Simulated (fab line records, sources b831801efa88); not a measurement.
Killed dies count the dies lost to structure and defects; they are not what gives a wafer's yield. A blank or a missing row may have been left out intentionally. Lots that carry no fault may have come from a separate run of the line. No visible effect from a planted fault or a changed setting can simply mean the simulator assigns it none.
fab line records | flow gf180mcu
record: lots: 15 wafers: 45 last_day: 34
route steps=602 shown V3@443 M4@470
lots that met no fault: from a run of the same line without faults
start_h: hours from the record's first day to the start of the lot's first wafer shown | wait_h: hours from the lot's prior step to this one | " as in the row above | L1.1+2: a row that stands for several wafers | - no value present, or no start provided | * or withheld: withheld | < > ~ a bound
route shown NAME@n: NAME is a module with steps in the file, n the number in the route of the first one | usual: mean/standard deviation of fault-free wafers | same: alike in all rows | chamber/n: place in a boat | sites: each site's reading | _std_site: how widely they spread, as a standard deviation | _edge_site: mean of outer sites minus mean of inner sites | radius_mm: how far each site lies from the wafer's centre | mask NAME#n: copy n | behind: the most recent tool/chamber to have shaped the wafer | hold: why the lot went on hold/how many hours it stayed there/how the hold came to an end | device: whichever transistor did not switch (one of n, p or np) | end of line: the tests these same wafers got at the end of their route | where a step has no rows: the recipe by itself | killed: not the wafer's yield, but the dies lost to structure and defects at the first sort | map: the dies of a wafer, with x for killed, . for not killed, _ for no die there
set.NAME: the setting as run; set.NAME@STEP: as run at that earlier step | model.NAME: the simulator's own value behind a step, which no gauge read
a sample of lots followed through the steps of the route, with each step as a table and each wafer as a row
services: the hour from which a tool's chamber was out of use, counted from the record's first day as start_h (under 0 if before that day), plus the number of hours and why
== steps ==
step: GF_V3_CD_MEAS_14
recipe: target_cd_nm: 260
usual: cd_nm: 260.2/1.4
columns lot.wafer tool chamber start_h wait_h cd_nm
L134.1 cd_sem-01 - 520.08 0.1 259.1
L134.5 " - " " 258.9
L134.6 " - " " 259.2
L135.3 cd_sem-01 - 532.37 0.1 259.0
L135.5 " - " " 258.3
L135.6 " - " " 258.8
L136.2 cd_sem-02 - 536.55 0.1 259.0
L136.3 " - " " 260.7
L136.4 " - " " 259.8
L137.3 cd_sem-01 - 549.66 0.1 260.1
L137.4 " - " " 259.1
L137.6 " - " " 261.1
L139.2 cd_sem-02 - 563.50 0.1 259.7
L139.3 " - " " 260.9
L139.4 " - " " 260.1
L142.1 cd_sem-02 - 593.63 0.1 261.8
L142.4 " - " " 263.1
L142.5 " - " " 261.7
L144.1 cd_sem-01 - 608.02 0.1 260.9
L144.2 " - " " 261.2
L144.5 " - " " 260.6
L145.4 cd_sem-02 - 614.70 0.1 258.8
L145.5 " - " " 258.6
L145.6 " - " " 258.7
L146.1 cd_sem-02 - 621.23 0.1 263.9
L146.2 " - " " 264.0
L146.4 " - " " 263.4
L148.2 cd_sem-01 - 631.00 0.1 261.6
L148.4 " - " " 261.8
L148.6 " - " " 261.9
L147.2 cd_sem-01 - 636.59 0.1 258.6
L147.3 " - " " 257.1
L147.5 " - " " 257.0
L152.2 cd_sem-01 - 661.04 0.1 260.0
L152.3 " - " " 259.7
L152.6 " - " " 260.7
L154.1 cd_sem-02 - 675.77 0.1 260.8
L154.4 " - " " 262.3
L154.5 " - " " 261.9
L156.1 cd_sem-02 - 685.42 0.1 259.8
L156.5 " - " " 259.1
L156.6 " - " " 260.3
L155.1 cd_sem-01 - 687.98 0.1 260.5
L155.2 " - " " 259.7
L155.6 " - " " 261.0
step: GF_M4_CD_MEAS_14
recipe: target_cd_nm: 280
usual: cd_nm: 279.9/0.94
columns lot.wafer tool chamber start_h wait_h cd_nm
L134.1 cd_sem-01 - 544.02 0.1 280.2
L134.5 " - " " 280.5
L134.6 " - " " 280.1
L135.3 cd_sem-02 - 556.57 0.1 279.1
L135.5 " - " " 279.7
L135.6 " - " " 280.3
L136.2 cd_sem-01 - 560.39 0.1 279.8
L136.3 " - " " 277.6
L136.4 " - " " 279.5
L137.3 cd_sem-01 - 572.72 0.1 281.0
L137.4 " - " " 278.6
L137.6 " - " " 279.9
L139.2 cd_sem-01 - 586.80 0.1 277.9
L139.3 " - " " 278.6
L139.4 " - " " 279.4
L142.1 cd_sem-01 - 615.52 0.1 279.3
L142.4 " - " " 279.6
L142.5 " - " " 280.1
L144.1 cd_sem-02 - 629.93 0.1 278.7
L144.2 " - " " 279.0
L144.5 " - " " 279.2
L145.4 cd_sem-02 - 636.63 0.1 279.4
L145.5 " - " " 279.3
L145.6 " - " " 279.7
L146.1 cd_sem-02 - 642.72 0.1 280.6
L146.2 " - " " 279.3
L146.4 " - " " 279.5
L148.2 cd_sem-02 - 652.04 0.1 280.3
L148.4 " - " " 278.4
L148.6 " - " " 279.8
L147.2 cd_sem-02 - 657.55 0.1 281.0
L147.3 " - " " 282.7
L147.5 " - " " 281.7
L152.2 cd_sem-01 - 682.24 0.1 279.8
L152.3 " - " " 280.0
L152.6 " - " " 279.5
L154.1 cd_sem-01 - 696.03 0.1 279.9
L154.4 " - " " 279.9
L154.5 " - " " 280.6
L156.1 cd_sem-01 - 705.62 0.1 280.9
L156.5 " - " " 280.9
L156.6 " - " " 280.2
L155.1 cd_sem-02 - 707.97 0.1 279.6
L155.2 " - " " 280.8
L155.6 " - " " 281.6
step: GF_M4_OVL_MEAS_15
usual: M4_OVL: 0/5.1
columns lot.wafer tool chamber start_h wait_h M4_OVL[nm]
L134.1 overlay-01 - 544.14 0.1 0
L134.5 " - " " 0
L134.6 " - " " 8
L135.3 overlay-02 - 556.67 0.1 -2
L135.5 " - " " 2
L135.6 " - " " -3
L136.2 overlay-02 - 560.50 0.1 2
L136.3 " - " " -3
L136.4 " - " " 3
L137.3 overlay-02 - 572.82 0.1 -8
L137.4 " - " " -7
L137.6 " - " " -9
L139.2 overlay-01 - 586.91 0.1 -4
L139.3 " - " " -2
L139.4 " - " " -4
L142.1 overlay-01 - 615.64 0.1 5
L142.4 " - " " 3
L142.5 " - " " 3
L144.1 overlay-01 - 630.05 0.1 6
L144.2 " - " " 2
L144.5 " - " " 6
L145.4 overlay-02 - 636.71 0.1 6
L145.5 " - " " 0
L145.6 " - " " 10
L146.1 overlay-02 - 642.84 0.1 -12
L146.2 " - " " -8
L146.4 " - " " -13
L148.2 overlay-02 - 652.14 0.1 -1
L148.4 " - " " 5
L148.6 " - " " -1
L147.2 overlay-02 - 657.66 0.1 -8
L147.3 " - " " 5
L147.5 " - " " 2
L152.2 overlay-01 - 682.34 0.1 0
L152.3 " - " " -2
L152.6 " - " " 7
L154.1 overlay-02 - 696.15 0.1 6
L154.4 " - " " -6
L154.5 " - " " 1
L156.1 overlay-02 - 705.74 0.1 0
L156.5 " - " " 2
L156.6 " - " " -5
L155.1 overlay-01 - 708.09 0.1 4
L155.2 " - " " 9
L155.6 " - " " 9
step: GF_M4_METAL_ETCH_16
recipe: chemistry: Cl2/BCl3 mask_material: KrF target_depth_nm: 627.5 stop_on: SiO2 pressure_mtorr: 8 icp_w: 800 bias_w: 140 Cl2_flow_sccm: 80 bcl3_flow_sccm: 40 time_s: 104.6
usual: bcl3_flow_sccm: 40.01/0.12 bias_w: 140.0/0.38 drypump_motor_current_A: 5.8/0.46 oes_product_au: 0.972/0.0062 throttle_valve_pct: 28.250/0.01
columns lot.wafer tool chamber start_h wait_h bcl3_flow_sccm bias_w drypump_motor_current_A oes_product_au rf_hours_counter_h throttle_valve_pct
L134.1 rie_metal-04 1 544.17 0.0 39.80 140.4 6.6 0.975 1 28.246
L134.5 " 0 " " 40.03 139.1 5.6 0.965 - 28.248
L134.6 " 1 " " 40.08 140.1 6.6 0.976 - 28.255
L135.3 rie_metal-02 1 556.73 0.1 40.07 139.6 5.1 0.970 - 28.247
L135.5 " 0 " " 39.84 139.8 5.8 0.987 - 28.239
L135.6 " 1 " " 40.05 140.1 5.1 0.978 - 28.258
L136.2 rie_metal-03 0 560.53 0.0 39.97 139.3 6.1 0.978 1 28.246
L136.3 " 1 " " 40.10 140.0 5.6 0.978 - 28.245
L136.4 " 0 " " 39.91 139.6 6.1 0.972 - 28.240
L137.3 rie_metal-02 1 572.88 0.1 40.02 139.1 5.1 0.974 - 28.247
L137.4 " 0 " " 39.90 139.4 5.9 0.966 - 28.250
L137.6 " 0 " " 40.02 139.8 5.8 0.975 - 28.241
L139.2 rie_metal-02 1 586.94 0.0 40.14 139.9 5.1 0.970 3 28.250
L139.3 " 1 " " 40.23 140.3 5.1 0.983 - 28.263
L139.4 " 0 " " 39.89 140.1 5.8 0.974 - 28.247
L142.1 rie_metal-04 0 615.67 0.0 40.15 140.0 5.6 0.960 11 28.241
L142.4 " 0 " " 40.05 140.0 5.6 0.965 - 28.267
L142.5 " 1 " " 39.93 139.7 6.5 0.975 - 28.255
L144.1 rie_metal-03 1 630.09 0.0 39.97 140.0 5.6 0.981 9 28.255
L144.2 " 0 " " 40.01 140.2 6.1 0.965 3 28.253
L144.5 " 0 " " 39.74 139.8 6.1 0.966 - 28.249
L145.4 rie_metal-02 1 636.76 0.0 - - - - - -
L145.5 " 0 " " - - - - - -
L145.6 " 1 " " - - - - - -
L146.1 rie_metal-04 1 642.88 0.0 - - - - - -
L146.2 " 0 " " - - - - - -
L146.4 " 0 " " - - - - - -
L148.2 rie_metal-02 0 652.17 0.0 - - - - - -
L148.4 " 0 " " - - - - - -
L148.6 " 1 " " - - - - - -
L147.2 rie_metal-04 1 657.69 0.0 40.12 139.7 6.5 0.977 5 28.236
L147.3 " 0 " " 40.09 140.1 5.6 0.968 - 28.245
L147.5 " 0 " " 40.23 139.9 5.6 0.967 - 28.248
L152.2 rie_metal-04 0 682.37 0.0 40.04 139.9 5.6 0.972 1 28.245
L152.3 " 0 " " 39.85 140.5 5.7 0.970 - 28.260
L152.6 " 0 " " 39.85 139.9 5.6 0.965 - 28.241
L154.1 rie_metal-04 1 696.19 0.0 40.08 139.8 6.6 0.973 6 28.244
L154.4 " 1 " " 39.97 139.7 6.5 0.969 - 28.253
L154.5 " 0 " " 39.96 140.6 5.6 0.967 - 28.251
L156.1 rie_metal-02 1 705.78 0.0 40.00 140.0 5.1 0.967 7 28.264
L156.5 " 0 " " 40.16 140.4 5.8 0.977 - 28.241
L156.6 " 1 " " 40.16 139.4 5.1 0.962 - 28.255
L155.1 rie_metal-03 0 708.13 0.0 39.87 139.3 6.1 0.977 6 28.237
L155.2 " 1 " " 40.04 140.3 5.6 0.974 11 28.256
L155.6 " 0 " " 40.03 139.5 6.1 0.977 - 28.255
step: GF_M4_STRIP_17
recipe: chemistry: O2/N2 power_w: 1400 pressure_mtorr: 1500 platen_temp_c: 250 o2_flow_sccm: 3000 n2_flow_sccm: 300 overash_fraction: 0.5
usual: drypump_motor_current_A: 6.03/0.29 heater_power_w: 346/47 oes_product_au: 0.558/0.0048 strip_time_to_endpoint_s: 7.86/0.046
same: overash_fraction: 0.5
columns lot.wafer tool chamber start_h wait_h drypump_motor_current_A heater_power_w oes_product_au rf_hours_counter_h strip_time_to_endpoint_s
L134.1 plasma_asher-02 0 544.29 0.1 5.58 321 0.558 83 7.85
L134.5 " 0 " " 5.60 321 0.557 - 7.85
L134.6 " 1 " " 5.96 343 0.556 - 7.82
L135.3 plasma_asher-03 0 556.84 0.1 6.41 352 0.551 - 7.81
L135.5 " 0 " " 6.42 344 0.562 - 7.75
L135.6 " 1 " " 5.60 306 0.555 - 7.82
L136.2 plasma_asher-02 0 560.64 0.1 5.63 312 0.558 85 7.90
L136.3 " 1 " " 5.99 354 0.557 - 7.92
L136.4 " 0 " " 5.61 315 0.559 - 7.88
L137.3 plasma_asher-02 0 572.98 0.1 5.58 316 0.553 - 7.87
L137.4 " 1 " " 5.97 355 0.556 - 7.77
L137.6 " 1 " " 5.99 361 0.556 - 7.79
L139.2 plasma_asher-01 1 587.05 0.1 6.06 438 0.555 16 7.84
L139.3 " 0 " " 6.30 296 0.555 - 7.87
L139.4 " 1 " " 6.11 424 0.554 - 7.84
L142.1 plasma_asher-01 0 615.79 0.1 6.28 301 0.553 20 7.89
L142.4 " 1 " " 6.07 428 0.555 - 7.90
L142.5 " 1 " " 6.08 427 0.558 - 7.88
L144.1 plasma_asher-03 1 630.20 0.1 5.60 304 0.565 53 7.88
L144.2 " 0 " " 6.41 350 0.553 53 7.92
L144.5 " 0 " " 6.42 356 0.561 - 7.90
L145.4 plasma_asher-01 1 636.87 0.1 6.08 425 0.652 - 10.16
L145.5 " 1 " " 6.08 436 0.657 - 10.16
L145.6 " 0 " " 6.31 304 0.659 - 10.19
L146.1 plasma_asher-02 1 642.99 0.1 6.02 353 0.657 94 10.20
L146.2 " 0 " " 5.62 310 0.652 94 10.25
L146.4 " 0 " " 5.60 317 0.665 - 10.20
L148.2 plasma_asher-01 0 652.29 0.1 6.24 301 0.664 23 10.17
L148.4 " 1 " " 6.05 416 0.661 - 10.18
L148.6 " 1 " " 6.07 418 0.661 - 10.21
L147.2 plasma_asher-02 0 657.80 0.1 5.61 317 0.559 96 7.86
L147.3 " 0 " " 5.60 315 0.556 - 7.92
L147.5 " 1 " " 6.02 342 0.554 - 7.88
L152.2 plasma_asher-01 0 682.49 0.1 6.29 313 0.559 27 7.94
L152.3 " 0 " " 6.29 302 0.559 - 7.89
L152.6 " 0 " " 6.35 299 0.556 - 7.89
L154.1 plasma_asher-02 0 696.30 0.1 5.58 318 0.557 98 7.90
L154.4 " 1 " " 5.99 346 0.553 - 7.91
L154.5 " 1 " " 5.99 352 0.553 - 7.96
L156.1 plasma_asher-02 1 705.89 0.1 6.04 344 0.560 99 7.96
L156.5 " 0 " " 5.62 307 0.558 - 7.86
L156.6 " 1 " " 6.00 349 0.560 - 7.95
L155.1 plasma_asher-01 0 708.24 0.1 6.26 301 0.560 29 7.86
L155.2 " 1 " " 6.08 433 0.557 29 7.89
L155.6 " 1 " " 6.12 427 0.552 - 7.86
== services ==
columns tool chamber start_h hours kind
rie_metal-03 - 538.99 1.4 pm
plasma_asher-03 - 567.99 12.2 repair
plasma_asher-02 - 588.20 5.2 repair
plasma_asher-03 - 594.58 3.2 repair
rie_metal-02 - 599.08 0.5 repair
rie_metal-04 0 626.54 - clean
rie_metal-04 0 626.54 15.1 scheduled_down
rie_metal-04 0 626.54 15.1 vent_cycle
plasma_asher-02 - 669.04 13.1 repair
rie_metal-03 1 671.92 21.6 repair
rie_metal-02 - 674.60 0.5 repair
plasma_asher-02 - 680.14 0.6 repair
== key ==
first_sign: step: GF_M4_METAL_ETCH_16 reading: tool_record direction: missing
effect: step: GF_M4_STRIP_17 reading: strip_time_to_endpoint_s direction: up sigmas: 51 usual: * struck: *
met_at GF_M4_METAL_ETCH_16
struck_lots L145,L146,L148
later_rows_left_out L145.4,L145.5,L145.6,L146.1,L146.2,L146.4,L148.2,L148.4,L148.6
sort_left_out L145.4,L145.5,L145.6,L146.1,L146.2,L146.4,L148.2,L148.4,L148.6
not_acting_at GF_V3_CD_MEAS_14,GF_M4_CD_MEAS_14,GF_M4_OVL_MEAS_15
onset_between 615.67 636.76
fault: kind: skipped_step_whole tool: rie_metal-02,rie_metal-04 chamber: - onset_h: 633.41 steps: GF_M4_METAL_ETCH_16 scope: struck_lots_only
sort_left_out: the simulated sort isn't trusted on such a fault, so these wafers' sort isn't shown, and their yield isn't known
later_rows_left_out: the simulator's readings of these wafers behind a module that went badly wrong aren't trusted and aren't shown, but for the sort
